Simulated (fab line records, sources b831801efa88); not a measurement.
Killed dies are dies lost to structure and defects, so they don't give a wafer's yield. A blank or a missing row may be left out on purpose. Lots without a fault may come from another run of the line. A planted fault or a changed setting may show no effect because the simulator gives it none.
Split-lot experiment | flow sky130 | 5 lots, 23 wafers read, on a route of 708 steps

THE SPLIT
At SKY_CAP2M_DEVELOP_11 (develop time 60 s), the setting dev_temp_c was moved away from the recipe's 23 C on 4 of the 23 wafers read, by +8.0% to +12.5%. The other wafers ran this setting at the recipe's value.

The file shows no step between the split and the reading.

THE READING
CAP2M.cd_nm (the simulator's own value, which no gauge read), in nm, at SKY_CAP2M_METAL_ETCH_13 (etches TiN in Cl2/BCl3, stops on SiO2, target depth 220 nm, time 62.9 s). The file gives no usual value for it. The 19 wafers here that ran the recipe average 999.9 nm, standard deviation 2.2 nm.

wafer  | tool, chamber at the split | dev_temp_c as run, C | against the recipe | CAP2M.cd_nm, nm | against lot-mates on the recipe
L074.1 | litho_track-04, 0          | 23                   | recipe             | 996.9           | -
L074.4 | litho_track-04, 0          | 23                   | recipe             | 994             | -
L074.6 | litho_track-04, 0          | 23                   | recipe             | 998.4           | -
L077.1 | litho_track-04, 0          | 23                   | recipe             | 1000            | -
L077.2 | litho_track-04, 0          | 23                   | recipe             | 1001            | -
L077.3 | litho_track-04, 0          | 23                   | recipe             | 999.9           | -
L077.4 | litho_track-04, 0          | 23                   | recipe             | 1000            | -
L077.5 | litho_track-04, 0          | 23                   | recipe             | 999.1           | -
L081.1 | litho_track-04, 0          | 24.84                | +8.0%              | 1003            | +2.6
L081.2 | litho_track-04, 0          | 23                   | recipe             | 1002            | -
L081.4 | litho_track-04, 0          | 23                   | recipe             | 999.1           | -
L081.5 | litho_track-04, 0          | 24.84                | +8.0%              | 1004            | +3.6
L081.6 | litho_track-04, 0          | 23                   | recipe             | 1000            | -
L082.1 | litho_track-02, 0          | 23                   | recipe             | 1004            | -
L082.2 | litho_track-02, 0          | 25.88                | +12.5%             | 1010            | +7.0
L082.3 | litho_track-02, 0          | 23                   | recipe             | 1004            | -
L082.4 | litho_track-02, 0          | 25.88                | +12.5%             | 1012            | +9.0
L082.6 | litho_track-02, 0          | 23                   | recipe             | 1001            | -
L084.1 | litho_track-03, 0          | 23                   | recipe             | 999.7           | -
L084.3 | litho_track-03, 0          | 23                   | recipe             | 1000            | -
L084.4 | litho_track-03, 0          | 23                   | recipe             | 999.9           | -
L084.5 | litho_track-03, 0          | 23                   | recipe             | 1000            | -
L084.6 | litho_track-03, 0          | 23                   | recipe             | 998.5           | -

THE FIT
A straight line over all 23 wafers: CAP2M.cd_nm changes by +0.772 nm for each +1% of dev_temp_c; r = +0.82; the points scatter about the line by 2.3 nm.
The same after taking each lot's own level away (the mean of its wafers on the recipe; 23 wafers): +0.572 nm for each +1%; r = +0.89; scatter 1.2 nm.
On that fit, the largest move of dev_temp_c shifts the reading by 7.2 nm.
The lots' own levels span 996.43 to 1003.00 nm, that is 3.0 times the standard deviation above.
So the lot-to-lot level changes the slope: the two fits differ.
Check: with one of the wafers moved furthest among these (+12.5%) left out of the fit, the line predicts +7.17 nm for it against its lot-mates. It came out at +7 nm against them.

OTHER SPLITS ON THESE WAFERS
These wafers also went through other splits before the reading. Each is held against what the fit with the lots' levels taken away leaves over:
other split on the same wafers | wafers away from the commonest value | r with CAP2M.cd_nm (lot level and that fit taken away)
SKY_VIA3_COAT_06 resist_thk_nm | 7                                    | +0.09
SKY_VIA3_ETCH_14 source_w      | 9                                    | +0.39
SKY_CAP2M_SPUTTER_02 time_s    | 9                                    | -0.36

THE FILE'S OWN FIT
CAP2M.cd_nm changes by +0.575 nm for each +1% of dev_temp_c, r = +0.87.
